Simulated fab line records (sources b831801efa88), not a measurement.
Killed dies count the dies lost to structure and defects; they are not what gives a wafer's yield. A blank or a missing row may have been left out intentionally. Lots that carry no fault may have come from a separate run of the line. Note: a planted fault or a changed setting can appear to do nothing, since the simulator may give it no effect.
Which tool is to blame? | flow gf180mcu | 39 wafers from 13 lots sampled at 5 of the route's 602 steps

== WHAT THE GAUGES READ, wafer by wafer ==
GF_VT_IMPLANT_OVL_MEAS_18. Usual: VT_IMPLANT_01_OVL gives 0.5 nm (standard deviation 1.6).
lot  | measured     | on         | VT_IMPLANT_01_OVL (nm) | flag
L523 | day 6 06:04  | overlay-02 | 0.7 1.8 1.4            |
L524 | day 6 11:53  | overlay-01 | -2.1 -1.1 -2.1         |
L525 | day 6 18:43  | overlay-02 | -0.1 -0.9 0.3          |
L530 | day 8 02:31  | overlay-02 | 0.2 -0.2 1.6           |
L538 | day 10 05:31 | overlay-01 | 0.3 0.3 -0.7           |
L539 | day 10 12:07 | overlay-02 | 0.4 2.4 0.5            |
L540 | day 10 19:16 | overlay-01 | 0.4 -0.8 0.1           |
L541 | day 11 01:49 | overlay-02 | -0.9 0.4 0.1           |
L542 | day 11 05:46 | overlay-02 | 3.5 1.9 2.0            |
L543 | day 11 13:49 | overlay-01 | 2.4 2.4 4.2            |
L544 | day 11 21:11 | overlay-02 | -0.7 -0.3 -1.3         |
L545 | day 12 00:37 | overlay-01 | 0.2 -1.3 -0.3          |
L546 | day 12 13:04 | overlay-01 | 0.1 -1.7 -1.8          |

GF_NSD_OVL_MEAS_08. Usual: NSD_OVL gives 0.1 nm (standard deviation 1.5).
lot  | measured     | on         | NSD_OVL (nm)   | flag
L523 | day 13 03:02 | overlay-01 | -2.2 -1.3 0.0  |
L524 | day 13 12:17 | overlay-02 | -1.4 -1.3 -3.7 |
L525 | day 13 22:14 | overlay-01 | 1.9 1.0 0.0    |
L530 | day 15 17:20 | overlay-02 | -0.8 1.2 -0.7  |
L538 | day 18 16:59 | overlay-02 | -0.8 -1.1 -2.6 |
L539 | day 19 00:44 | overlay-01 | 0.5 3.3 0.7    |
L540 | day 19 13:59 | overlay-01 | 3.2 1.0 2.8    |
L541 | day 19 19:05 | overlay-02 | -1.5 -0.2 -0.4 |
L542 | day 19 23:32 | overlay-02 | -0.2 0.7 0.4   |
L543 | day 20 08:26 | overlay-02 | -0.3 0.3 -2.7  |
L544 | day 20 17:15 | overlay-01 | 1.5 1.2 0.2    |
L545 | day 21 02:08 | overlay-01 | 0.3 -0.7 1.1   |
L546 | day 21 11:35 | overlay-01 | 1.8 1.4 2.2    |

GF_SAB_THK_MEAS_01. Usual: SAB_CVD_00_THK gives 50.1 nm (standard deviation 0.55).
lot  | measured     | on            | SAB_CVD_00_THK (nm) | flag
L523 | day 14 00:08 | film_metro-01 | 50.1 49.5 49.9      |
L524 | day 14 10:01 | film_metro-03 | 49.7 50.1 50.6      |
L525 | day 14 19:31 | film_metro-03 | 49.8 49.7 50.8      |
L530 | day 16 16:29 | film_metro-01 | 49.3 88.8 50.7      | OFF
L538 | day 19 18:00 | film_metro-03 | 49.3 49.1 50.2      |
L539 | day 20 01:49 | film_metro-02 | 50.7 49.6 50.5      |
L540 | day 20 15:26 | film_metro-01 | 50.7 50.8 50.5      |
L541 | day 20 20:40 | film_metro-02 | 50.3 50.5 51.5      |
L542 | day 21 00:52 | film_metro-01 | 49.9 50.1 50.7      |
L543 | day 21 09:53 | film_metro-02 | 49.8 50.1 51.1      |
L544 | day 21 18:32 | film_metro-02 | 50.2 50.6 49.9      |
L545 | day 22 02:31 | film_metro-02 | 50.1 49.1 51.1      |
L546 | day 22 12:13 | film_metro-03 | 48.9 49.8 50.0      |

== WHICH TOOL RAN EACH LOT (tool, then ch and the chambers of the sampled wafers, then the start) ==
lot  | GF_VT_IMPLANT_STRIP_09               | GF_SAB_CVD_00
L523 | plasma_asher-01 ch 0,1, day 5 15:48  | pecvd-03 ch 1,2, day 14 00:07
L524 | plasma_asher-04 ch 0,1, day 5 21:07  | pecvd-02 ch 1,2, day 14 09:59
L525 | plasma_asher-04 ch 0,1, day 6 03:54  | pecvd-04 ch 0,1, day 14 19:29
L530 | plasma_asher-04 ch 0,1, day 7 10:36  | pecvd-04 ch 1,2, day 16 16:28
L538 | plasma_asher-02 ch 0,1, day 9 12:00  | pecvd-03 ch 1,2, day 19 17:58
L539 | plasma_asher-01 ch 0,1, day 9 18:36  | pecvd-03 ch 0,1,2, day 20 01:48
L540 | plasma_asher-04 ch 0,1, day 10 01:15 | pecvd-03 ch 1,2, day 20 15:24
L541 | plasma_asher-04 ch 0,1, day 10 07:54 | pecvd-04 ch 1,2, day 20 20:39
L542 | plasma_asher-04 ch 0,1, day 10 11:45 | pecvd-03 ch 0,1, day 21 00:50
L543 | plasma_asher-04 ch 1, day 10 19:27   | pecvd-04 ch 0,1, day 21 09:51
L544 | plasma_asher-02 ch 0,1, day 11 02:05 | pecvd-02 ch 0,1,2, day 21 18:30
L545 | plasma_asher-01 ch 0,1, day 11 06:03 | pecvd-03 ch 1,2, day 22 02:29
L546 | plasma_asher-01 ch 0,1, day 11 17:57 | pecvd-04 ch 0,1, day 22 12:12
- GF_VT_IMPLANT_STRIP_09: strips in O2/N2.
- GF_SAB_CVD_00: deposits SiO2 from TEOS, target thk 50 nm, time 4.9302 s.

== AS READ BY THE TOOLS THEMSELVES (means over the sampled wafers that have a number; for cases with no such wafer, the mark the record gives instead) ==
GF_VT_IMPLANT_STRIP_09. Usual: drypump_motor_current_A 5.8 A, standard deviation 0.49; heater_power_w 323 W, standard deviation 33; oes_product_au 0.716 a.u., standard deviation 0.0046; strip_time_to_endpoint_s 12.64 s, standard deviation 0.034.
lot  | tool            | drypump_motor_current_A (A) | heater_power_w (W) | oes_product_au (a.u.) | strip_time_to_endpoint_s (s) | flag
L523 | plasma_asher-01 | 5.7                         | 282                | 0.720                 | 12.65                        |
L524 | plasma_asher-04 | 6.0                         | 348                | 0.717                 | 12.66                        |
L525 | plasma_asher-04 | 6.0                         | 347                | 0.712                 | 12.67                        |
L530 | plasma_asher-04 | 6.0                         | 344                | 0.716                 | 12.62                        |
L538 | plasma_asher-02 | 5.7                         | 317                | 0.713                 | 12.59                        |
L539 | plasma_asher-01 | 5.7                         | 283                | 0.716                 | 12.63                        |
L540 | plasma_asher-04 | 6.0                         | 347                | 0.712                 | 12.62                        |
L541 | plasma_asher-04 | 5.6                         | 357                | 0.716                 | 12.63                        |
L542 | plasma_asher-04 | 5.6                         | 352                | 0.717                 | 12.70                        |
L543 | plasma_asher-04 | 6.3                         | 341                | 0.717                 | 12.62                        |
L544 | plasma_asher-02 | 5.6                         | 316                | 0.717                 | 12.61                        |
L545 | plasma_asher-01 | 6.1                         | 286                | 0.718                 | 12.63                        |
L546 | plasma_asher-01 | 5.7                         | 279                | 0.714                 | 12.62                        |

GF_SAB_CVD_00. Usual: heater_power_w 665 W, standard deviation 93; susceptor_temp_C 399.98 C, standard deviation 0.23.
lot  | tool     | heater_power_w (W) | susceptor_temp_C (C) | flag
L523 | pecvd-03 | 631                | 399.81               |
L524 | pecvd-02 | 697                | 400.09               |
L525 | pecvd-04 | 626                | 400.01               |
L530 | pecvd-04 | 741                | 399.97               |
L538 | pecvd-03 | 702                | 399.86               |
L539 | pecvd-03 | 584                | 400.14               |
L540 | pecvd-03 | 735                | 400.09               |
L541 | pecvd-04 | 693                | 399.85               |
L542 | pecvd-03 | 583                | 399.98               |
L543 | pecvd-04 | 697                | 400.11               |
L544 | pecvd-02 | 727                | 399.82               |
L545 | pecvd-03 | 648                | 400.08               |
L546 | pecvd-04 | 646                | 399.73               |

== THE ANSWER, worked out from the rows above alone ==
Rule: take the mean of a lot's wafers that have a number; if it is more than 3 standard deviations from the usual mean, the lot is off. Also off: a lot with no number at a reading for which 4 or more lots have one. All remaining lots with rows at the step are treated as sound. The gauges are gone through in route order, then the tools' own readings, and for those a lot's mean is taken as printed above. At the first step where some lot is off, the reading lying furthest off is the one used; lots without a number count as furthest.
Off: at GF_SAB_THK_MEAS_01 (SAB_CVD_00_THK), L530.
If a tool, at a process step before that reading, ran all the lots that are off and no sound lot after the first of them, it fits. Those tools and the gauges at GF_SAB_THK_MEAS_01 are tried in the same way. None of those tried fits.

== WHAT HAD BEEN PUT IN BY THE SIMULATOR ==
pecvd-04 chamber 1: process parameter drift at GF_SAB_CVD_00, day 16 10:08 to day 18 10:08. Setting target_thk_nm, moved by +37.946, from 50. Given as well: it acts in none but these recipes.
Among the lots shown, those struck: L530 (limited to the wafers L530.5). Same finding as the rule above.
